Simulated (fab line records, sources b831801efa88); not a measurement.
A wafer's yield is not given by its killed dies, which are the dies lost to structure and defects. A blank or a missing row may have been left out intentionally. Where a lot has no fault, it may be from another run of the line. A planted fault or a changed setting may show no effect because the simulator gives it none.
Struck lot and sound lot, side by side || flow sky130 || 32 steps out of a route of 708
Sound: wafers L969.2, L969.4, L969.5. Struck: wafer L961.6; the same lot's L961.3 was not struck, so it is left out; see the end for the cause.
Each step with rows lists, per side, the tool, then ch with its chambers, then its first start. Under that, the readings that differ: sound wafers || struck wafers || difference of the means || sigmas: that difference in standard deviations of wafers without a fault.
alike: readings whose means differ by less than 2 such deviations, and words and numbers that are the same on both sides. not compared: withheld readings, readings that some wafer has no value for, bounds like >300 that may hide the same value, and numbers for which the record gives no deviation and whose values overlap.
Wherever a step has rows on one side only, a row that says differs or no value, or a row with sigmas, the two part there. Numbers that don't overlap but have no deviation are shown without sigmas and don't part them. A reading missing from all wafers of one side parts the sides only when that side holds two or more wafers.

first, 5 steps without rows for these wafers: SKY_CONTACT_STRIP_20 (strips in post etch residue remover, time 1200 s); SKY_CONTACT_CLEAN_21 (cleans in IPA, time 180 s); SKY_CONTACT_CLEAN_22 (cleans in O3/DIW); SKY_CONTACT_SPUTTER_23 (material TiN, target thk 20 nm, time 80 s); SKY_CONTACT_CVD_24 (deposits W, target thk 340 nm, time 102.12 s).
SKY_CONTACT_RS_MEAS_25: uses a four-point probe to measure.
  struck on film-metro-01, day 35 06:40; sound on film-metro-01, day 38 03:15
  alike: CONTACT_W_RS
SKY_CONTACT_THK_MEAS_26: measures by xrf.
  struck on film-metro-01, day 35 06:46; sound on film-metro-01, day 38 03:22
  alike: CONTACT_W_THK
then, 1 step without rows for these wafers: SKY_CONTACT_CMP_27 (polishes, stops on SiO2, t overpolish 15 s, target thk 0 nm).
SKY_METAL1_SPUTTER_00: material Ti, target thk 15 nm, time 10 s.
  struck on pvd-sputter-04, day 35 07:06; sound on pvd-sputter-03, day 38 03:43
  alike: chamber-pressure-pa, throttle-valve-pct
SKY_METAL1_SPUTTER_01: material TiN, target thk 20 nm, time 16.7 s.
  struck on pvd-sputter-04, day 35 07:07; sound on pvd-sputter-03, day 38 03:44
  alike: chamber-pressure-pa, throttle-valve-pct
SKY_METAL1_SPUTTER_02: material AlCu, target thk 250 nm, time 13.3 s.
  struck on pvd-sputter-04, day 35 07:09; sound on pvd-sputter-03, day 38 03:46
  alike: chamber-pressure-pa, throttle-valve-pct
then, 1 step without rows for these wafers: SKY_METAL1_SPUTTER_03 (material Ti, target thk 5 nm, time 3.3 s).
SKY_METAL1_SPUTTER_04: material TiN, target thk 70 nm, time 58.3 s.
  struck on pvd-sputter-04, day 35 07:11; sound on pvd-sputter-03, day 38 03:48
{"reading": "model.TiN_of_METAL1_SPUTTER_04.thk-nm (nm)", "sound": "71.36 70.99 70.2", "struck": 76.41, "difference": "+5.56", "sigmas": ""}
  alike: chamber-pressure-pa, throttle-valve-pct
SKY_METAL1_RS_MEAS_05: uses a four-point probe to measure.
  struck on film-metro-02, day 35 07:17; sound on film-metro-01, day 38 03:52
  alike: METAL1_ALCU_RS
SKY_METAL1_THK_MEAS_06: measures by xrf.
  struck on film-metro-02, day 35 07:23; sound on film-metro-01, day 38 03:59
{"reading": "METAL1_ALCU_THK (nm)", "sound": "251.4 252.2 253.4", "struck": 243.6, "difference": -8.7, "sigmas": -3}
then, 8 steps without rows for these wafers: SKY_METAL1_DEHYDRATE_07 (time 60 s); SKY_METAL1_HMDS_08 (prime time 60 s); SKY_METAL1_COAT_09 (resist thk 60 nm); SKY_METAL1_COAT_10 (resist thk 450 nm); SKY_METAL1_SOFTBAKE_11 (time 90 s); SKY_METAL1_EXPOSE_12 (exposes mask MM1, target cd 140 nm); SKY_METAL1_PEB_13; SKY_METAL1_DEVELOP_14 (develop time 60 s).
SKY_METAL1_CD_MEAS_15 targets a cd of 140 nm.
  struck on cd-sem-01, day 36 09:55; sound on cd-sem-01, day 39 06:20
  alike: cd-nm
SKY_METAL1_OVL_MEAS_16:
  struck on overlay-02, day 36 10:00; sound on overlay-02, day 39 06:26
{"reading": "METAL1_OVL (nm)", "sound": "11 13 7", "struck": -2, "difference": -12, "sigmas": -2}
SKY_METAL1_DESCUM_17: chemistry O2, time 8 s.
  sound on rie-metal-01 ch 0,1, day 39 06:28; struck on rie-metal-02 ch 1, day 36 10:02
  alike: drypump-motor-current-A, he-backside-leak-sccm, oes-product-au
  not compared: rf-hours-counter-h
SKY_METAL1_ETCH_18: etches BARC in N2/H2, stops on SiO2, time 45.9 s, target depth 60 nm.
  sound on rie-metal-01 ch 0,1, day 39 06:30; struck on rie-metal-02 ch 1, day 36 10:04
{"reading": "oes-product-au (a.u.)", "sound": "0.845 0.857 0.852", "struck": 0.862, "difference": "+0.011", "sigmas": "+2"}
  alike: drypump-motor-current-A, he-backside-leak-sccm, throttle-valve-pct
  not compared: rf-hours-counter-h
then, 2 steps without rows for these wafers: SKY_METAL1_METAL_ETCH_19 (etches the open film in Cl2/BCl3, stops on SiO2, target depth 360 nm, time 78 s); SKY_METAL1_STRIP_20 (strips in O2/N2).
SKY_METAL1_STRIP_21: strips in post etch residue remover, time 1200 s.
  sound on wet-bench-02 ch 2, day 39 06:46; struck on wet-bench-04 ch 3, day 36 10:19
{"reading": "model.TiN_of_METAL1_SPUTTER_04.thk-nm (nm)", "sound": "70.94 70.58 69.78", "struck": 75.98, "difference": "+5.55", "sigmas": ""}
then, 1 step without rows for these wafers: SKY_METAL1_CLEAN_22 (cleans in IPA, time 180 s).
-- the record jumps here: 12 days lie between the struck wafers' starts before and after (it left off in module METAL1 and takes up again in module PAD_OPEN, whose first step shown is number 708 of the route) --
SKY_PAD_OPEN_PROBE_99:
  record: rows for the struck wafers here (prober-02, day 48 15:51), none for the sound ones

== WHERE THEY PART ==
Last at SKY_PAD_OPEN_PROBE_99 as far as this record goes, first at SKY_METAL1_THK_MEAS_06.

WHY: the cause the simulator had injected
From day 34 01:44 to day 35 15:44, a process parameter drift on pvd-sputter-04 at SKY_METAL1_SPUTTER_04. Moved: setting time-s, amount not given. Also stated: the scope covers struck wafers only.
